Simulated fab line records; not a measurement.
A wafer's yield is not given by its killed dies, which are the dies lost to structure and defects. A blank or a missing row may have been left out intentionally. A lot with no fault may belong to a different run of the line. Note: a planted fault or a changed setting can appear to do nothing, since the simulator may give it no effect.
A struck lot beside a sound one + flow sky130 + 15 steps out of a route of 708
Sound: these wafers, L218.2, L218.3, L218.5. Struck: wafer L234.4. (L234.3, L234.5 of the same lot were not struck and are left out.) The cause comes at the end.
Each step with rows lists, per side, the tool, then ch with its chambers, then its first start. Under that, the readings that differ: sound wafers + struck wafers + difference of the means + sigmas: that difference in standard deviations of wafers without a fault.
alike: same words and numbers on both sides, and readings whose means sit less than 2 such deviations apart. not compared: any withheld reading, any reading some wafer has no value for, any bound like >300 that may hide the same value, and any number with overlapping values for which the record gives no deviation.
A row with sigmas, a row that says differs or no value, or rows on one side alone: a step with any of these is where the two part. Numbers that have no deviation but don't overlap get no sigmas and don't part them. A reading missing from all wafers of one side parts the sides only when that side holds two or more wafers.

SKY_LI_CONTACT_CMP_02: polishes PSG.
  sound on cmp-01 ch 0,3, day 29 11:08; struck on cmp-01 ch 0, day 33 05:46
| reading                | sound          | struck | difference | sigmas |
|------------------------|----------------|--------|------------|--------|
| time-to-endpoint-s (s) | 25.9 32.2 32.7 | 22.9   | -7.4       | -3     |
  alike: motor-current-A
SKY_LI_CONTACT_BOW_MEAS_03:
  struck on film-metro-03, day 33 06:06; sound on film-metro-04, day 29 11:28
  alike: LI_CONTACT_BOW
then, 8 steps without rows for these wafers: SKY_LI_CONTACT_DEHYDRATE_04 (time 60 s); SKY_LI_CONTACT_HMDS_05 (prime time 60 s); SKY_LI_CONTACT_COAT_06 (resist thk 60 nm); SKY_LI_CONTACT_COAT_07 (resist thk 450 nm); SKY_LI_CONTACT_SOFTBAKE_08 (time 90 s); SKY_LI_CONTACT_EXPOSE_09 (exposes mask LICM1, target cd 170 nm); SKY_LI_CONTACT_PEB_10; SKY_LI_CONTACT_DEVELOP_11 (develop time 62.17 s).
SKY_LI_CONTACT_CD_MEAS_12: target cd 170 nm.
  struck on cd-sem-01, day 34 09:02; sound on cd-sem-01, day 30 15:40
  alike: cd-nm
SKY_LI_CONTACT_OVL_MEAS_13:
  struck on overlay-01, day 34 09:08; sound on overlay-01, day 30 15:47
| reading             | sound  | struck | difference | sigmas |
|---------------------|--------|--------|------------|--------|
| LI_CONTACT_OVL (nm) | 8 10 8 | -13    | -22        | -4     |
SKY_LI_CONTACT_ETCH_14: etches BARC in N2/H2, stops on SiO2, time 45.9 s, target depth 60 nm.
  sound on rie-diel-01 ch 0,2, day 30 15:49; struck on rie-diel-04 ch 1, day 34 09:10
| reading    | sound           | struck | difference | sigmas |
|------------|-----------------|--------|------------|--------|
| bias-w (W) | 100.1 99.8 99.8 | 95.5   | -4.4       | -14    |
  alike: drypump-motor-current-A, oes-product-au, throttle-valve-pct
  not compared: rf-hours-counter-h
SKY_LI_CONTACT_ETCH_15: etches PSG in C4F8/O2/Ar, stops on Si, target depth 600 nm.
  sound on rie-diel-01 ch 0,2, day 30 15:51; struck on rie-diel-04 ch 1, day 34 09:12
| reading               | sound             | struck | difference | sigmas |
|-----------------------|-------------------|--------|------------|--------|
| oes-product-au (a.u.) | 0.834 0.823 0.836 | 0.846  | +0.015     | +4     |
  alike: bias-w
-- record jumps: 15 days separate the struck wafers' starts on either side; left off in module LI_CONTACT, taken up again in module PAD_OPEN, whose first shown step is the route's number 708 --
SKY_PAD_OPEN_PROBE_99:
  record: rows for the struck wafers here (prober-01, day 49 19:22), none for the sound ones

== WHERE THEY PART ==
First at SKY_LI_CONTACT_CMP_02; last, within this record, at SKY_PAD_OPEN_PROBE_99.

WHY: the cause the simulator had injected
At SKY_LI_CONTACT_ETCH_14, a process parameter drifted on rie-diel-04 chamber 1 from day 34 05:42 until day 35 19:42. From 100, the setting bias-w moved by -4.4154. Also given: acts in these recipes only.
